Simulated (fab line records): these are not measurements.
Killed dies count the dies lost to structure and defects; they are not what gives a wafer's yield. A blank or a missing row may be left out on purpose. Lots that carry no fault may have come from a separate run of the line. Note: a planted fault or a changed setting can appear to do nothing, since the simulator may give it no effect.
fab line records + flow sky130 + part 2 of 2: steps 27 to 36 of 36
[record]
- lots = 5
- wafers = 15
- last-day = 50
route steps=708 shown LDD_N@239 LDD_P@255 LDD_HVN@267
lots that met no fault: taken from a fault-free run of the same line
start-h: hours from the record's opening day to when the first of the lot's shown wafers began + wait-h: how many hours have passed since the lot's step before this one + " unchanged from the row above + L1.1+2: a single row standing in for several wafers + - no value, or no start given + * or withheld: withheld + < > ~ a bound
route shown NAME@n: a module of which the file shows steps, and the number in the route of the first + usual: mean and standard deviation over wafers with no fault + same: alike in all rows + chamber/n: place in a boat + sites: per-site readings + _std_site: standard deviation across them + _edge_site: mean of outer sites minus mean of inner sites + radius-mm: for every site, how far away it sits from the centre of the wafer + mask NAME#n: copy n + behind: the tool/chamber that last shaped the wafer + hold: reason for holding the lot/hours on hold/outcome of the hold + device: whichever transistor did not switch (one of n, p or np) + end of line: the tests these same wafers got at the end of their route + for a step that has no rows: nothing shown but its recipe + killed: the dies lost at the first sort to structure and to defects; this is not the yield of the wafer + map: per-die view of a wafer (x killed, . not killed, _ where there is no die)
set.NAME: the setting as run; set.NAME@STEP: as run at that earlier step + model.NAME: the simulator's own value behind a step, which no gauge read
lots seen at some steps along the route; tables by step, rows by wafer
services: a tool's chamber out of use, with start hour (start-h, from the record's first day; less than 0 if before it), hours out, and reason
[[steps]]
[step SKY_LDD_P_STRIP_10]
[recipe]
- chemistry = O2/N2
- power-w = 1400
- pressure-mtorr = 1500
- platen-temp-c = withheld
- o2-flow-sccm = 3000
- n2-flow-sccm = 300
- overash-fraction = 0.5
[usual]
- drypump-motor-current-A = 5.89/0.22
- oes-product-au = 0.717/0.0043
- strip-time-to-endpoint-s = 14.20/0.036
| lot.wafer | tool            | chamber | start-h | wait-h | drypump-motor-current-A | oes-product-au | rf-hours-counter-h | strip-time-to-endpoint-s |
|-----------|-----------------|---------|---------|--------|-------------------------|----------------|--------------------|--------------------------|
| L078.2    | plasma-asher-02 | 0       | 473.74  | 0.1    | 6.60                    | 0.722          | 30                 | 14.23                    |
| L078.5    | "               | 0       | "       | "      | 6.58                    | 0.717          | -                  | 14.19                    |
| L078.6    | "               | 1       | "       | "      | 5.41                    | 0.723          | -                  | 14.19                    |
| L082.1    | plasma-asher-03 | 0       | 503.54  | 0.1    | 5.83                    | 0.717          | 8                  | 14.21                    |
| L082.3    | "               | 1       | "       | "      | 5.95                    | 0.719          | -                  | 14.25                    |
| L082.4    | "               | 0       | "       | "      | 5.84                    | 0.719          | -                  | 14.23                    |
| L085.1    | plasma-asher-04 | 1       | 534.96  | 0.1    | 5.90                    | 0.717          | 84                 | 14.18                    |
| L085.3    | "               | 0       | "       | "      | 5.80                    | 0.710          | -                  | 14.24                    |
| L085.4    | "               | 1       | "       | "      | 5.86                    | 0.718          | -                  | 14.17                    |
| L089.2    | plasma-asher-02 | 1       | 583.57  | 0.1    | 5.46                    | 0.718          | 41                 | 14.15                    |
| L089.4    | "               | 1       | "       | "      | 5.43                    | 0.717          | -                  | 14.14                    |
| L089.5    | "               | 0       | "       | "      | 6.61                    | 0.720          | -                  | 14.19                    |
| L097.1    | plasma-asher-03 | 1       | 631.24  | 0.1    | 5.94                    | 0.713          | 20                 | 14.14                    |
| L097.4    | "               | 1       | "       | "      | 5.96                    | 0.709          | -                  | 14.16                    |
| L097.5    | "               | 0       | "       | "      | 5.83                    | 0.723          | -                  | 14.17                    |
[step SKY_LDD_P_TW_MEAS_11]
[usual]
- LDD_P_TW = 636/5.8
| lot.wafer | tool          | chamber | start-h | wait-h | LDD_P_TW |
|-----------|---------------|---------|---------|--------|----------|
| L078.2    | film-metro-04 | -       | 473.85  | 0.1    | 636      |
| L078.5    | "             | -       | "       | "      | 633      |
| L078.6    | "             | -       | "       | "      | 635      |
| L082.1    | film-metro-03 | -       | 503.64  | 0.1    | 632      |
| L082.3    | "             | -       | "       | "      | 630      |
| L082.4    | "             | -       | "       | "      | 631      |
| L085.1    | film-metro-03 | -       | 535.06  | 0.1    | 627      |
| L085.3    | "             | -       | "       | "      | 628      |
| L085.4    | "             | -       | "       | "      | 628      |
| L089.2    | film-metro-02 | -       | 583.68  | 0.1    | 643      |
| L089.4    | "             | -       | "       | "      | 640      |
| L089.5    | "             | -       | "       | "      | 647      |
| L097.1    | film-metro-04 | -       | 631.34  | 0.1    | 641      |
| L097.4    | "             | -       | "       | "      | 641      |
| L097.5    | "             | -       | "       | "      | 638      |
[step SKY_LDD_HVN_DEHYDRATE_00]
[recipe]
- temp-c = 200
- time-s = 60
[usual]
- resist-line-temp-C = 22.98/0.099
| lot.wafer | tool           | chamber | start-h | wait-h | resist-line-temp-C |
|-----------|----------------|---------|---------|--------|--------------------|
| L078.2    | litho-track-01 | 0       | 488.73  | 14.9   | 22.93              |
| L078.5    | "              | 0       | "       | "      | 22.85              |
| L078.6    | "              | 0       | "       | "      | 22.75              |
| L082.1    | litho-track-03 | 0       | 519.16  | 15.5   | 22.98              |
| L082.3    | "              | 0       | "       | "      | 22.99              |
| L082.4    | "              | 0       | "       | "      | 22.93              |
| L085.1    | litho-track-03 | 0       | 549.96  | 14.9   | 23.04              |
| L085.3    | "              | 0       | "       | "      | 22.90              |
| L085.4    | "              | 0       | "       | "      | 22.90              |
| L089.2    | litho-track-04 | 0       | 596.94  | 13.2   | 22.91              |
| L089.4    | "              | 0       | "       | "      | 23.02              |
| L089.5    | "              | 0       | "       | "      | 22.94              |
| L097.1    | litho-track-04 | 0       | 645.47  | 14.1   | 23.05              |
| L097.4    | "              | 0       | "       | "      | 23.10              |
| L097.5    | "              | 0       | "       | "      | 23.13              |
[step SKY_LDD_HVN_HMDS_01]
[recipe]
- prime-time-s = 60
- prime-temp-c = 120
[usual]
- resist-line-temp-C = 23.01/0.1
| lot.wafer | tool           | chamber | start-h | wait-h | resist-line-temp-C |
|-----------|----------------|---------|---------|--------|--------------------|
| L078.2    | litho-track-01 | 0       | 488.88  | 0.1    | 22.98              |
| L078.5    | "              | 0       | "       | "      | 22.86              |
| L078.6    | "              | 0       | "       | "      | 23.08              |
| L082.1    | litho-track-03 | 0       | 519.31  | 0.1    | 22.88              |
| L082.3    | "              | 0       | "       | "      | 22.84              |
| L082.4    | "              | 0       | "       | "      | 22.98              |
| L085.1    | litho-track-03 | 0       | 550.11  | 0.1    | 22.93              |
| L085.3    | "              | 0       | "       | "      | 22.98              |
| L085.4    | "              | 0       | "       | "      | 22.88              |
| L089.2    | litho-track-04 | 0       | 597.09  | 0.1    | 23.00              |
| L089.4    | "              | 0       | "       | "      | 22.96              |
| L089.5    | "              | 0       | "       | "      | 23.11              |
| L097.1    | litho-track-04 | 0       | 645.62  | 0.1    | 22.97              |
| L097.4    | "              | 0       | "       | "      | 23.01              |
| L097.5    | "              | 0       | "       | "      | 23.04              |
[step SKY_LDD_HVN_COAT_02]
[recipe]
- resist = NOVOLAK
- spin-rpm = 3000
- resist-thk-nm = 300
[usual]
- resist-line-temp-C = 22.99/0.098
| lot.wafer | tool           | chamber | start-h | wait-h | resist-line-temp-C |
|-----------|----------------|---------|---------|--------|--------------------|
| L078.2    | litho-track-01 | 0       | 489.03  | 0.1    | 23.08              |
| L078.5    | "              | 0       | "       | "      | 22.94              |
| L078.6    | "              | 0       | "       | "      | 22.93              |
| L082.1    | litho-track-03 | 0       | 519.46  | 0.1    | 23.01              |
| L082.3    | "              | 0       | "       | "      | 23.10              |
| L082.4    | "              | 0       | "       | "      | 22.95              |
| L085.1    | litho-track-03 | 0       | 550.26  | 0.1    | 23.08              |
| L085.3    | "              | 0       | "       | "      | 22.81              |
| L085.4    | "              | 0       | "       | "      | 23.01              |
| L089.2    | litho-track-04 | 0       | 597.24  | 0.1    | 23.04              |
| L089.4    | "              | 0       | "       | "      | 23.10              |
| L089.5    | "              | 0       | "       | "      | 22.99              |
| L097.1    | litho-track-04 | 0       | 645.77  | 0.1    | 22.97              |
| L097.4    | "              | 0       | "       | "      | 22.94              |
| L097.5    | "              | 0       | "       | "      | 23.09              |
[step SKY_LDD_HVN_SOFTBAKE_03]
[recipe]
- temp-c = 90
- time-s = 60
- resist = NOVOLAK
[usual]
- resist-line-temp-C = 23.00/0.11
| lot.wafer | tool           | chamber | start-h | wait-h | resist-line-temp-C |
|-----------|----------------|---------|---------|--------|--------------------|
| L078.2    | litho-track-01 | 0       | 489.18  | 0.1    | 23.07              |
| L078.5    | "              | 0       | "       | "      | 22.97              |
| L078.6    | "              | 0       | "       | "      | 23.04              |
| L082.1    | litho-track-03 | 0       | 519.61  | 0.1    | 22.92              |
| L082.3    | "              | 0       | "       | "      | 23.07              |
| L082.4    | "              | 0       | "       | "      | 23.03              |
| L085.1    | litho-track-03 | 0       | 550.41  | 0.1    | 22.98              |
| L085.3    | "              | 0       | "       | "      | 23.17              |
| L085.4    | "              | 0       | "       | "      | 23.00              |
| L089.2    | litho-track-04 | 0       | 597.39  | 0.1    | 23.06              |
| L089.4    | "              | 0       | "       | "      | 23.00              |
| L089.5    | "              | 0       | "       | "      | 23.03              |
| L097.1    | litho-track-04 | 0       | 645.92  | 0.1    | 23.18              |
| L097.4    | "              | 0       | "       | "      | 22.94              |
| L097.5    | "              | 0       | "       | "      | 22.94              |
[step SKY_LDD_HVN_EXPOSE_04]
[recipe]
- mask-id = HVNTM
- na = 0.6
- source-shape = conventional
- sigma-outer = 0.6
- polarization = unpolarized
- target-cd-nm = 700
- dose-mj = 127
| lot.wafer  | tool             | chamber | start-h | wait-h | mask    |
|------------|------------------|---------|---------|--------|---------|
| L078.2+5+6 | iline-stepper-01 | 0       | -       | -      | HVNTM#0 |
| L082.1+3+4 | iline-stepper-02 | 0       | -       | -      | HVNTM#0 |
| L085.1+3+4 | iline-stepper-01 | 0       | -       | -      | HVNTM#0 |
| L089.2+4+5 | iline-stepper-02 | 0       | -       | -      | HVNTM#0 |
| L097.1+4+5 | iline-stepper-01 | 0       | -       | -      | HVNTM#0 |
[step SKY_LDD_HVN_PEB_05]
[recipe]
- temp-c = withheld
- time-s = *
- resist = NOVOLAK
[usual]
- resist-line-temp-C = *
| lot.wafer | tool           | chamber | start-h | wait-h | resist-line-temp-C |
|-----------|----------------|---------|---------|--------|--------------------|
| L078.2    | litho-track-01 | 0       | -       | -      | *                  |
| L078.5    | "              | 0       | "       | "      | *                  |
| L078.6    | "              | 0       | "       | "      | *                  |
| L082.1    | litho-track-03 | 0       | -       | -      | *                  |
| L082.3    | "              | 0       | "       | "      | *                  |
| L082.4    | "              | 0       | "       | "      | *                  |
| L085.1    | litho-track-04 | 0       | -       | -      | *                  |
| L085.3    | "              | 0       | "       | "      | *                  |
| L085.4    | "              | 0       | "       | "      | *                  |
| L089.2    | litho-track-04 | 0       | -       | -      | *                  |
| L089.4    | "              | 0       | "       | "      | *                  |
| L089.5    | "              | 0       | "       | "      | *                  |
| L097.1    | litho-track-01 | 0       | -       | -      | *                  |
| L097.4    | "              | 0       | "       | "      | *                  |
| L097.5    | "              | 0       | "       | "      | *                  |
[step SKY_LDD_HVN_DEVELOP_06]
[recipe]
- resist = NOVOLAK
- developer = TMAH
- develop-time-s = 60
- dev-temp-c = 23
[usual]
- resist-line-temp-C = 23.01/0.11
| lot.wafer | tool           | chamber | start-h | wait-h | resist-line-temp-C |
|-----------|----------------|---------|---------|--------|--------------------|
| L078.2    | litho-track-01 | 0       | 503.53  | 0.1    | 22.84              |
| L078.5    | "              | 0       | "       | "      | 22.95              |
| L078.6    | "              | 0       | "       | "      | 22.91              |
| L082.1    | litho-track-03 | 0       | 533.91  | 0.1    | 23.14              |
| L082.3    | "              | 0       | "       | "      | 23.06              |
| L082.4    | "              | 0       | "       | "      | 23.01              |
| L085.1    | litho-track-04 | 0       | 564.27  | 0.1    | 23.12              |
| L085.3    | "              | 0       | "       | "      | 22.98              |
| L085.4    | "              | 0       | "       | "      | 22.95              |
| L089.2    | litho-track-04 | 0       | 612.69  | 0.1    | 22.98              |
| L089.4    | "              | 0       | "       | "      | 23.10              |
| L089.5    | "              | 0       | "       | "      | 22.97              |
| L097.1    | litho-track-01 | 0       | 659.45  | 0.1    | 23.08              |
| L097.4    | "              | 0       | "       | "      | 22.96              |
| L097.5    | "              | 0       | "       | "      | 22.97              |
[step SKY_LDD_HVN_OVL_MEAS_07]
[usual]
- LDD_HVN_OVL = -0.2/1.3
| lot.wafer | tool       | chamber | start-h | wait-h | LDD_HVN_OVL[nm] |
|-----------|------------|---------|---------|--------|-----------------|
| L078.2    | overlay-02 | -       | 503.66  | 0.1    | -2.5            |
| L078.5    | "          | -       | "       | "      | -1.6            |
| L078.6    | "          | -       | "       | "      | -1.1            |
| L082.1    | overlay-02 | -       | 534.07  | 0.1    | 0.8             |
| L082.3    | "          | -       | "       | "      | 2.0             |
| L082.4    | "          | -       | "       | "      | 1.4             |
| L085.1    | overlay-01 | -       | 564.42  | 0.1    | -1.3            |
| L085.3    | "          | -       | "       | "      | 0.1             |
| L085.4    | "          | -       | "       | "      | -0.6            |
| L089.2    | overlay-01 | -       | 612.82  | 0.1    | -0.3            |
| L089.4    | "          | -       | "       | "      | -0.7            |
| L089.5    | "          | -       | "       | "      | 1.1             |
| L097.1    | overlay-01 | -       | 659.60  | 0.1    | -0.1            |
| L097.4    | "          | -       | "       | "      | -0.2            |
| L097.5    | "          | -       | "       | "      | -0.6            |
[[services]]
| tool             | chamber | start-h | hours | kind   |
|------------------|---------|---------|-------|--------|
| plasma-asher-03  | -       | 409.29  | 1.7   | repair |
| implanter-02     | -       | 419.53  | 5.2   | pm     |
| plasma-asher-02  | -       | 420.11  | 7.4   | repair |
| plasma-asher-03  | -       | 421.25  | 9.0   | pm     |
| implanter-03     | -       | 423.62  | 30.0  | pm     |
| iline-stepper-02 | -       | 432.01  | 0.7   | repair |
| iline-stepper-01 | -       | 441.63  | 1.7   | pm     |
| iline-stepper-02 | -       | 444.86  | 4.4   | pm     |
| plasma-asher-02  | -       | 448.04  | 21.6  | pm     |
| implanter-02     | -       | 456.59  | 2.5   | repair |
| implanter-04     | -       | 467.60  | 0.8   | repair |
| implanter-03     | -       | 475.47  | 6.1   | pm     |
| plasma-asher-02  | -       | 485.15  | 2.9   | repair |
| implanter-04     | -       | 499.43  | 4.0   | repair |
| implanter-04     | -       | 524.03  | 3.9   | repair |
| implanter-03     | -       | 540.11  | 3.9   | repair |
| implanter-04     | -       | 546.17  | 18.9  | repair |
| iline-stepper-01 | -       | 561.98  | 4.4   | pm     |
| iline-stepper-01 | -       | 566.43  | 8.9   | pm     |
| implanter-01     | -       | 577.38  | 4.2   | repair |
| plasma-asher-01  | -       | 599.68  | 2.8   | pm     |
| iline-stepper-02 | -       | 599.80  | 1.7   | pm     |
| iline-stepper-01 | -       | 622.29  | 1.7   | repair |
| implanter-03     | -       | 631.90  | 6.6   | repair |
